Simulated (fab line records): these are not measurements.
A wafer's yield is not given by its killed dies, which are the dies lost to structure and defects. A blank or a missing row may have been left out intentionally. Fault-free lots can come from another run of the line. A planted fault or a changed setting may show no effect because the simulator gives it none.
2 desks, one fault ; flow sfq_line ; each desk has only its own numbers; what lay behind them comes last

== FROM THE METROLOGY DESK ==
Lot by lot, what the gauges showed, no matter which tool ran the lot: averages of those sampled wafers that carry a number. Any lot whose mean is over 4 standard deviations away from the usual mean is out of limits and marked OUT; that distance is given in the brackets.
Columns: A = I4_OVL at SFQ_I4_OVL_MEAS_928, usual 1 nm
lot;first seen here;A
L748;day 44 03:17;6
L749;day 44 14:05;-2
L750;day 47 07:34;-2
L752;day 47 15:59;5
L753;day 47 20:46;5
L754;day 50 03:58;4
L756;day 50 09:17;-2
L757;day 50 10:29;-4
L759;day 50 16:23;1
L761;day 50 18:47;-1
L762;day 50 21:11;-8
L763;day 50 23:35;13
L765;day 51 03:11;3
L770;day 51 11:35;-11
Finding of this desk: none of the 14 lots has anything out of limits.

== THE TOOL OWNER'S DESK: litho_track-03 ==
The tool's own readings at SFQ_TRILAYER_C5_LITHO_PEB_154 (peb time 60 s): means of the sampled wafers that have a number, for each lot that ran on this tool. Any lot whose mean is over 4 standard deviations away from the usual mean is out of limits and marked OUT; that distance is given in the brackets.
Columns: A = chill_plate_temp_C at SFQ_TRILAYER_C5_LITHO_PEB_154, usual 22.99 C; B = exhaust_pa at SFQ_TRILAYER_C5_LITHO_PEB_154, usual 45.1 Pa; C = plate_temp_C at SFQ_TRILAYER_C5_LITHO_PEB_154, usual 114.99 C
lot;first seen here;A;B;C
L748;day 60 20:23;22.97;45.1;114.94
L756;day 73 03:54;22.85;44.9;115.25
L765;day 77 01:05;22.81;44.2;115.17
Finding of this desk: none of the 3 lots has anything out of limits.

== BROUGHT TOGETHER ==
From the metrology desk's view, nothing was out of limits.
The desk of the tool owner found nothing out of limits.

== WHAT THE SIMULATOR HAD INSERTED ==
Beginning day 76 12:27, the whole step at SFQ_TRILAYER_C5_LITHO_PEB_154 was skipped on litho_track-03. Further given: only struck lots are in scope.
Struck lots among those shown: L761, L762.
